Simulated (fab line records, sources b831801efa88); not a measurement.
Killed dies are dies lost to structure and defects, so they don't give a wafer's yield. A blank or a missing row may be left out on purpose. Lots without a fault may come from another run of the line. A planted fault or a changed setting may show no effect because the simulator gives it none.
A struck lot beside a sound one | flow sky130 | 16 steps out of a route of 708
Sound: wafers L299.2, L299.5, L299.6. Struck: wafers L303.1, L303.2, L303.3. The cause comes at the end.
At each step with rows: each side's tool, then ch and its chambers, then its first start. Under that, the readings that differ: sound wafers | struck wafers | difference of the means | sigmas: that difference in standard deviations of wafers without a fault.
alike: readings whose means differ by less than 2 such deviations, and words and numbers that are the same on both sides. not compared: withheld readings, readings that some wafer has no value for, bounds like >300 that may hide the same value, and numbers for which the record gives no deviation and whose values overlap.
The two part at a step that has a row with sigmas, a row that says differs or no value, or rows on one side only. Numbers that don't overlap but have no deviation are shown without sigmas and don't part them. A reading that every wafer of one side lacks parts them only if that side has two wafers or more.

first, 5 steps without rows for these wafers: SKY_POLY_GATE_COAT_08 (resist thk 450 nm); SKY_POLY_GATE_SOFTBAKE_09 (time 90 s); SKY_POLY_GATE_EXPOSE_10 (exposes mask P1M, target cd 150 nm); SKY_POLY_GATE_PEB_11; SKY_POLY_GATE_DEVELOP_12 (develop time 60 s).
SKY_POLY_GATE_CD_MEAS_13: target cd 150 nm.
  sound on cd_sem-01, day 17 11:52; struck on cd_sem-02, day 18 15:04
  alike: cd_nm
SKY_POLY_GATE_OVL_MEAS_14:
  sound on overlay-01, day 17 11:58; struck on overlay-02, day 18 15:11
  alike: POLY_GATE_OVL
SKY_POLY_GATE_ETCH_15: etches BARC in N2/H2, stops on SiO2, time 118.5 s, target depth 110 nm.
  sound on rie_diel-01 ch 0,1, day 17 12:00; struck on rie_diel-01 ch 1,2,3, day 18 15:13
  alike: drypump_motor_current_A, oes_product_au, throttle_valve_pct
  not compared: rf_hours_counter_h
SKY_POLY_GATE_ETCH_16: etches Si3N4 in CH3F/O2, stops on poly-Si, time 147.5 s, target depth 75 nm.
  sound on rie_diel-01 ch 0,1, day 17 12:05; struck on rie_diel-01 ch 1,2,3, day 18 15:19
  alike: drypump_motor_current_A, oes_product_au, throttle_valve_pct
  not compared: rf_hours_counter_h
SKY_POLY_GATE_ETCH_17: etches poly-Si in HBr/Cl2, stops on SiO2, target depth 180 nm, time 70.5 s.
  sound on rie_si-01 ch 2,3, day 17 12:11; struck on rie_si-01 ch 0,2,3, day 18 15:24
  alike: drypump_motor_current_A, mfc_cl2_sccm, oes_product_au, throttle_valve_pct
  not compared: rf_hours_counter_h
SKY_POLY_GATE_STRIP_18: strips in O2/N2.
  sound on plasma_asher-04 ch 0,1, day 17 12:14; struck on plasma_asher-04 ch 0,1, day 18 15:28
  alike: drypump_motor_current_A, oes_product_au, strip_time_to_endpoint_s
  not compared: rf_hours_counter_h
then, 1 step without rows for these wafers: SKY_POLY_GATE_CLEAN_19 (cleans in SC1/SC2, time 150 s).
SKY_POLY_GATE_OXIDATION_20: stabilise 600 s, purge 300 s, target thk 4 nm.
  sound on furnace-02 ch 0, day 17 12:38; struck on furnace-02 ch 0, day 18 16:44
  reading                                          | sound                | struck              | difference | sigmas
  spike_tc_bottom_C (C)                            | 870.3 869.1 869.7    | 887.3 884.8 887.2   | +16.7      | +9
  spike_tc_centre_C (C)                            | 851.8 849.5 850.7    | 868.3 868.6 869.8   | +18.2      | +15
  spike_tc_lower_C (C)                             | 852.8 852.4 850.3    | 870.3 868.3 870.9   | +18.0      | +19
  spike_tc_top_C (C)                               | 856.7 855.7 856.7    | 873.5 875.8 878.4   | +19.5      | +8
  spike_tc_upper_C (C)                             | 849.5 850.7 850.8    | 867.7 868.6 867.8   | +17.7      | +15
  tube_center_temp_C (C)                           | 850.09 850.14 850.07 | 868.59 868.6 868.61 | +18.50     | +99 or more
  tube_center_temp_C_max                           | 851.9 852.3 852.0    | 870.3 870.4 870.7   | +18.4      | +53
  model.SiO2_of_POLY_GATE_OXIDATION_20.thk_nm (nm) | 3.935 3.977 4.051    | 5.022 4.971 4.998   | +1.009     |
SKY_POLY_GATE_THK_MEAS_21:
  sound on film_metro-03, day 17 13:53; struck on film_metro-03, day 18 17:59
  reading                      | sound          | struck         | difference | sigmas
  POLY_GATE_OXIDATION_THK (nm) | 3.90 4.02 3.99 | 5.01 4.95 4.93 | +0.99      | +15
SKY_POLY_GATE_CD_MEAS_22:
  sound on cd_sem-01, day 17 14:01; struck on cd_sem-02, day 18 18:03
  alike: cd_nm
-- the record jumps here: 29 days lie between the struck wafers' starts before and after (it left off in module POLY_GATE and takes up again in module PAD_OPEN, whose first step shown is number 708 of the route) --
SKY_PAD_OPEN_PROBE_99:
  sound on prober-02, day 47 03:37; struck on prober-01, day 48 00:13
  reading                         | sound             | struck            | difference | sigmas
  model.etest.tip_sonos.rs_ohm_sq | 2592 2596 2599    | 2908 2900 2959    | +327       |
  model.etest.tip_p.rs_ohm_sq     | 6821 6815 6852    | 6960 6960 7004    | +145       |
  model.etest.tip_n.rs_ohm_sq     | 447.4 438.7 446.3 | 456.9 452.2 456.6 | +11.1      |
  model.etest.res_pdiff.rs_ohm_sq | 196.1 195.8 195.9 | 205.1 204.6 205.4 | +9.1       |
  model.etest.res_ndiff.rs_ohm_sq | 118.5 118.8 118.2 | 122.6 122.7 122.3 | +4.0       |
  alike: killed_at_M0_to_M3, killed_at_M4_up, killed_at_contacts, killed_at_front_end, killed_at_other, killed_dies, killed_open, killed_short

WHERE THEY PART
First at SKY_POLY_GATE_OXIDATION_20; last, within this record, at SKY_POLY_GATE_THK_MEAS_21. Later steps at which nothing parts them and some readings are alike: SKY_POLY_GATE_CD_MEAS_22, SKY_PAD_OPEN_PROBE_99.

WHY: what the simulator had put in
Process parameter drift: furnace-02, from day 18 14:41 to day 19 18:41, at SKY_POLY_GATE_OXIDATION_20. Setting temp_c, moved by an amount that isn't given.
